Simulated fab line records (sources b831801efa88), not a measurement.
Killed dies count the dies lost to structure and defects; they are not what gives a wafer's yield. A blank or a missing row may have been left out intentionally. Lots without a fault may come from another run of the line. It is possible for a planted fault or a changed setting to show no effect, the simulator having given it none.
8D (eight disciplines) problem report, filled in by code :: flow gf180mcu :: the parts of the form that need people (team, actions taken, sign-off) are left out

## 1. PROBLEM STATEMENT
A mean of 143.3 s is read at GF_PASSIVATION_CVD_00 for run length s, taken on 1 wafer of 1 lot, against 140.2 s (standard deviation 0.51) on wafers free of any fault. Measured from the usual mean, that is +6.1 standard deviations.
The step: deposits SiO2 from TEOS, target thk 1000 nm, time 111.95 s.
Seen first at day 30 08:08 on pecvd-03, wafer L141.6. Wafers with a number at this step in the record: 14, from 5 lots. Rule for "out", or "out of limits": more than 4 standard deviations from the usual mean. Any other wafer with a number is counted as sound.

## 2. WHAT IT IS; WHAT IT IS NOT
question: which readings at this step
is: run length s
is not: heater power w, susceptor temp C

question: which lots
is: L141
is not: L140, L148, L153, L155

question: which wafers of those lots
is: L141.6
is not: L141.4

question: read on which tools
is: pecvd-03
is not: pecvd-01, pecvd-04

question: when
is: from day 30 08:08
is not: up to then (4 sound wafers); but 9 sound wafers of L148, L153, L155 came after

## 3. THE SUSPECTS, EACH WITH WHAT RULES IT OUT
Counting: any tool at a process step up to the reading remains a suspect provided it ran every lot that is out. Sound lots after the first of them don't rule it out here, since some wafers of a struck lot are sound.
- rie metal-01 at GF_TOP_METAL_METAL_ETCH_16 (etches the open film in Cl2/BCl3, stops on SiO2, target depth 1197 nm, time 199.5 s): kept. It ran the lot that is out, L141 (day 30 07:20).
- plasma asher-02 at GF_TOP_METAL_STRIP_17 (strips in O2/N2): kept. It processed L141, the lot that is out, at day 30 07:34, and its most recent sound lot before then was L140 at day 29 12:11.
- pecvd-03 at GF_PASSIVATION_CVD_00 (deposits SiO2 from TEOS, target thk 1000 nm, time 111.95 s): kept. It ran the lot that is out, L141 (day 30 08:08). Its own readings are out on those wafers: run length s.
- Within pecvd-03 at GF_PASSIVATION_CVD_00, the wafers that are out were processed in chamber 0 and their sound lot-mates in chamber 2.
The count leaves rie metal-01 at GF_TOP_METAL_METAL_ETCH_16, plasma asher-02 at GF_TOP_METAL_STRIP_17, and pecvd-03 at GF_PASSIVATION_CVD_00.

## 4. THE CAUSE (what the simulator had put in)
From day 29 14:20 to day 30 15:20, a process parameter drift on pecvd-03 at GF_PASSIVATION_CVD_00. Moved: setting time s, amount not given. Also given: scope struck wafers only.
This tool is one of the 3 suspects left after counting.

## 5. THE EFFECT CHAIN, in route order
Each row: a reading where the mean over the struck wafers with a number is more than 3 standard deviations away from the usual. Readings are gone through only where the record gives a usual standard deviation; hours: the median, over the lots, of the time from a lot's start at the first step in this table giving one to that lot's start at this step; sigmas: the change measured in usual standard deviations.
hours: 0
step: GF_PASSIVATION_CVD_00
reading: run length s
usual: 140.2 s
on struck wafers: 143.3
change: +3.1
sigmas: +6.1
The process steps in it:
- GF_PASSIVATION_CVD_00: deposits SiO2 from TEOS, target thk 1000 nm, time 111.95 s.
Later steps that measure or inspect, where all struck wafers having a row at the step show a number for every such reading and not one has moved that far: GF_PASSIVATION_THK_MEAS_01.

## 6. HOW IT WOULD HAVE BEEN CAUGHT EARLIER
First out-of-limits reading in this record: day 30 08:08, which is 18 hours after fault onset at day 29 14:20.
